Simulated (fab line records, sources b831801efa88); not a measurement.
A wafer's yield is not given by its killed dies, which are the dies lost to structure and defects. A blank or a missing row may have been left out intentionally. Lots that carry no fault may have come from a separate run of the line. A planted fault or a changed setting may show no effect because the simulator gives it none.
Which tool did it?    flow gf180mcu    33 wafers from 11 lots sampled at 5 of the route's 602 steps

WHAT THE GAUGES READ, wafer by wafer
GF_MIM_THK_MEAS_11: measures by xrf. Usual: MIM_ALCU_THK 200.9 nm, standard deviation 2.8.
lot   measured      on             MIM_ALCU_THK (nm)  flag
L745  day 24 09:08  film metro-02  197.8 197.2 201.6  
L749  day 26 00:41  film metro-03  200.0 200.3 198.2  
L754  day 27 15:37  film metro-03  207.2 200.3 200.8  
L755  day 27 22:12  film metro-03  191.7 192.0 200.8  
L758  day 28 18:25  film metro-03  200.2 202.8 198.3  
L761  day 29 16:16  film metro-03  199.9 199.9 199.4  
L762  day 29 21:43  film metro-02  201.8 197.8 202.9  
L763  day 29 23:32  film metro-02  200.8 199.7 196.4  
L764  day 30 10:35  film metro-02  203.1 202.2 202.9  
L765  day 30 20:24  film metro-01  201.8 203.6 203.5  
L768  day 31 07:56  film metro-03  201.0 199.5 202.8  

WHICH TOOL RAN EACH LOT (tool, then ch and the chambers of the sampled wafers, then the start)
lot   GF_V4_SPUTTER_21              GF_V4_CMP_26                   GF_MIM_CVD_05                    GF_MIM_SPUTTER_09
L745  pvd sputter-04, day 24 07:52  cmp-01 ch 0,1,2, day 24 08:23  pecvd-03 ch 0,1,2, day 24 08:48  pvd sputter-04, day 24 08:58
L749  pvd sputter-03, day 25 20:32  cmp-01 ch 0,2,3, day 25 23:52  pecvd-02 ch 0,1,2, day 26 00:23  pvd sputter-02, day 26 00:32
L754  pvd sputter-03, day 27 14:22  cmp-01 ch 0,2,3, day 27 14:46  pecvd-02 ch 1,2, day 27 15:18    pvd sputter-04, day 27 15:28
L755  pvd sputter-04, day 27 20:58  cmp-02 ch 2,3, day 27 21:21    pecvd-03 ch 0,2, day 27 21:53    pvd sputter-02, day 27 22:03
L758  pvd sputter-04, day 28 17:08  cmp-01 ch 0,2, day 28 17:32    pecvd-01 ch 0,1,2, day 28 18:04  pvd sputter-04, day 28 18:14
L761  pvd sputter-03, day 29 14:51  cmp-02 ch 2,3, day 29 15:26    pecvd-01 ch 0,1,2, day 29 15:58  pvd sputter-01, day 29 16:07
L762  pvd sputter-03, day 29 20:23  cmp-01 ch 2,3, day 29 20:53    pecvd-03 ch 0,1,2, day 29 21:25  pvd sputter-04, day 29 21:34
L763  pvd sputter-01, day 29 22:18  cmp-02 ch 0,1,3, day 29 22:47  pecvd-01 ch 0,2, day 29 23:13    pvd sputter-01, day 29 23:22
L764  pvd sputter-01, day 30 09:21  cmp-02 ch 0,1,3, day 30 09:45  pecvd-03 ch 0,1, day 30 10:16    pvd sputter-01, day 30 10:26
L765  pvd sputter-04, day 30 19:10  cmp-01 ch 0,2, day 30 19:34    pecvd-01 ch 0,1,2, day 30 20:05  pvd sputter-04, day 30 20:14
L768  pvd sputter-03, day 31 06:42  cmp-01 ch 0,3, day 31 07:09    pecvd-03 ch 0,1,2, day 31 07:37  pvd sputter-01, day 31 07:47
- GF_V4_SPUTTER_21: material Ti, target thk 15 nm, time 80.02 s.
- GF_V4_CMP_26: polishes, stops on SiO2, t overpolish 15 s, target thk 0 nm.
- GF_MIM_CVD_05: deposits Si3N4, target thk 42 nm, time 29.086 s.
- GF_MIM_SPUTTER_09: material TiN, target thk 35 nm, time 29.2 s.

AS READ BY THE TOOLS THEMSELVES (means over the sampled wafers that have a number; for cases with no such wafer, the mark the record gives instead)
GF_V4_SPUTTER_21. Usual: throttle valve pct 30.3 %, standard deviation 1.1.
lot   tool            throttle valve pct (%)  flag
L745  pvd sputter-04  30.3                    
L749  pvd sputter-03  29.8                    
L754  pvd sputter-03  30.4                    
L755  pvd sputter-04  30.3                    
L758  pvd sputter-04  29.9                    
L761  pvd sputter-03  29.6                    
L762  pvd sputter-03  29.7                    
L763  pvd sputter-01  30.6                    
L764  pvd sputter-01  30.9                    
L765  pvd sputter-04  30.4                    
L768  pvd sputter-03  28.5                    

GF_V4_CMP_26. Usual: head pressure psi 3.499 psi, standard deviation 0.0075; motor current A 11.0 A, standard deviation 1; overpolish run s 14.998 s, standard deviation 0.0087; retaining ring pressure frac 0.999, standard deviation 0.0051; slurry flow ml min 150.0, standard deviation 0.44; time to endpoint s 84 s, standard deviation 3.4.
lot   tool    head pressure psi (psi)  motor current A (A)  overpolish run s (s)  retaining ring pressure frac  slurry flow ml min  time to endpoint s (s)  flag
L745  cmp-01  3.498                    11.4                 14.992                0.994                         149.9               89                      
L749  cmp-01  3.498                    11.3                 15.003                1.000                         150.6               84                      
L754  cmp-01  3.500                    11.1                 15.002                1.003                         150.4               80                      
L755  cmp-02  3.496                    11.2                 14.995                0.995                         150.0               86                      
L758  cmp-01  3.493                    11.7                 15.004                1.000                         150.2               83                      
L761  cmp-02  3.494                    11.7                 15.001                1.002                         150.3               88                      
L762  cmp-01  3.498                    11.4                 14.999                0.996                         150.0               81                      
L763  cmp-02  3.506                    10.8                 15.010                0.998                         150.0               81                      
L764  cmp-02  3.502                    10.7                 14.998                0.993                         149.7               83                      
L765  cmp-01  3.501                    11.5                 14.998                1.000                         149.8               83                      
L768  cmp-01  3.503                    10.5                 15.009                0.998                         150.2               82                      

GF_MIM_CVD_05. Usual: heater power w 648 W, standard deviation 98.
lot   tool      heater power w (W)  flag
L745  pecvd-03  610                 
L749  pecvd-02  642                 
L754  pecvd-02  640                 
L755  pecvd-03  594                 
L758  pecvd-01  692                 
L761  pecvd-01  670                 
L762  pecvd-03  621                 
L763  pecvd-01  812                 
L764  pecvd-03  585                 
L765  pecvd-01  673                 
L768  pecvd-03  626                 

GF_MIM_SPUTTER_09. Usual: throttle valve pct 30.3 %, standard deviation 0.82.
lot   tool            throttle valve pct (%)  flag
L745  pvd sputter-04  29.7                    
L749  pvd sputter-02  30.7                    
L754  pvd sputter-04  29.9                    
L755  pvd sputter-02  30.8                    
L758  pvd sputter-04  29.6                    
L761  pvd sputter-01  30.5                    
L762  pvd sputter-04  29.9                    
L763  pvd sputter-01  30.2                    
L764  pvd sputter-01  30.1                    
L765  pvd sputter-04  29.8                    
L768  pvd sputter-01  31.4                    

THE ANSWER, worked out from the rows above alone
Rule: a lot counts as off when the mean over its wafers that have a number is more than 3 standard deviations away from the usual mean. Also off: a lot with no number at a reading for which 4 or more lots have one. Any other lot the step has rows for is counted as sound. First the gauges in route order, then the tools' own readings, where a lot's mean is used as printed above. At the first step where some lot is off, the reading lying furthest off is the one used; lots without a number count as furthest.
Across all readings shown, no lot is off: no conclusion can be drawn from this.

WHAT THE SIMULATOR PUT IN
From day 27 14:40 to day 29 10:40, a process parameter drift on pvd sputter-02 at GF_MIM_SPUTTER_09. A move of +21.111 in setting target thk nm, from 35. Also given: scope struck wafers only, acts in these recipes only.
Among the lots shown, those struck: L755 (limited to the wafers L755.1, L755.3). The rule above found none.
